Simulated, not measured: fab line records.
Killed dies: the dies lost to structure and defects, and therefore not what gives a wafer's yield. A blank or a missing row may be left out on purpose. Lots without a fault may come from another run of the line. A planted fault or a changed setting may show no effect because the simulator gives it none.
Which of the tools did it? / flow gf180mcu / 21 wafers from 7 lots sampled at 3 of the route's 602 steps

## WHAT EACH GAUGE READ, for each wafer
GF_CONTACT_THK_MEAS_01.
lot=L680; measured=day 15 15:38; on=filmMetro-01; CONTACT_CVD_00_THK (nm)=299.6 305.2 303.4
lot=L682; measured=day 16 23:02; on=filmMetro-04; CONTACT_CVD_00_THK (nm)=298.3 302.9 303.1
lot=L684; measured=day 17 22:47; on=filmMetro-01; CONTACT_CVD_00_THK (nm)=300.1 300.9 298.4
lot=L687; measured=day 18 13:57; on=filmMetro-02; CONTACT_CVD_00_THK (nm)=301.3 301.0 301.3
lot=L690; measured=day 19 18:07; on=filmMetro-02; CONTACT_CVD_00_THK (nm)=299.5 293.7 300.3
lot=L699; measured=day 22 17:37; on=filmMetro-02; CONTACT_CVD_00_THK (nm)=297.7 296.9 295.8
lot=L702; measured=day 23 15:47; on=filmMetro-01; CONTACT_CVD_00_THK (nm)=301.2 302.5 300.4

## EACH LOT AND THE TOOL THAT RAN IT (in order: tool; ch and the chambers of the sampled wafers; start)
lot=L680; GF_DUAL_GATE_OXIDATION_15=furnace-01 ch 0, day 8 17:40; GF_POLY_GATE_ETCH_13=rieSi-02 ch 0,1,3, day 9 14:14
lot=L682; GF_DUAL_GATE_OXIDATION_15=furnace-01 ch 0, day 9 17:47; GF_POLY_GATE_ETCH_13=rieSi-01 ch 0,1,3, day 10 15:40
lot=L684; GF_DUAL_GATE_OXIDATION_15=furnace-01 ch 0, day 10 11:26; GF_POLY_GATE_ETCH_13=rieSi-01 ch 0,1,2, day 11 08:53
lot=L687; GF_DUAL_GATE_OXIDATION_15=furnace-01 ch 0, day 11 01:17; GF_POLY_GATE_ETCH_13=rieSi-01 ch 0,2,3, day 11 23:08
lot=L690; GF_DUAL_GATE_OXIDATION_15=furnace-01 ch 0, day 11 21:59; GF_POLY_GATE_ETCH_13=rieSi-02 ch 0,1,3, day 12 21:47
lot=L699; GF_DUAL_GATE_OXIDATION_15=furnace-01 ch 0, day 14 08:20; GF_POLY_GATE_ETCH_13=rieSi-02 ch 0,1,2, day 15 09:17
lot=L702; GF_DUAL_GATE_OXIDATION_15=furnace-02 ch 0, day 15 05:41; GF_POLY_GATE_ETCH_13=rieSi-01 ch 0,1, day 16 08:32
- GF_DUAL_GATE_OXIDATION_15: stabilise 600 s, purge 300 s, target thk 7.098 nm.
- GF_POLY_GATE_ETCH_13: etches poly-Si in HBr/Cl2, stops on SiO2, target depth 198.5 nm, time 69.6 s.

## THE ANSWER, worked out from the rows above alone
Rule: the usual values come from the lots themselves. The widest of any qualifying gaps counts: lots, ordered by their means at a reading, are off when they make up no more than a third of the lots, leave a main group of 4 or more, and stand apart from it by 3 or more times the standard deviation of that group's means. A main group is skipped when, at the precision printed for the reading in the tables above, its means are all equal. Also off: a lot with no number at a reading for which 4 or more lots have one. Where the step has rows for the other lots, those lots are counted as sound.
Across all readings shown, no lot is off: no conclusion can be drawn from this.

## WHAT WAS PUT IN BY THE SIMULATOR
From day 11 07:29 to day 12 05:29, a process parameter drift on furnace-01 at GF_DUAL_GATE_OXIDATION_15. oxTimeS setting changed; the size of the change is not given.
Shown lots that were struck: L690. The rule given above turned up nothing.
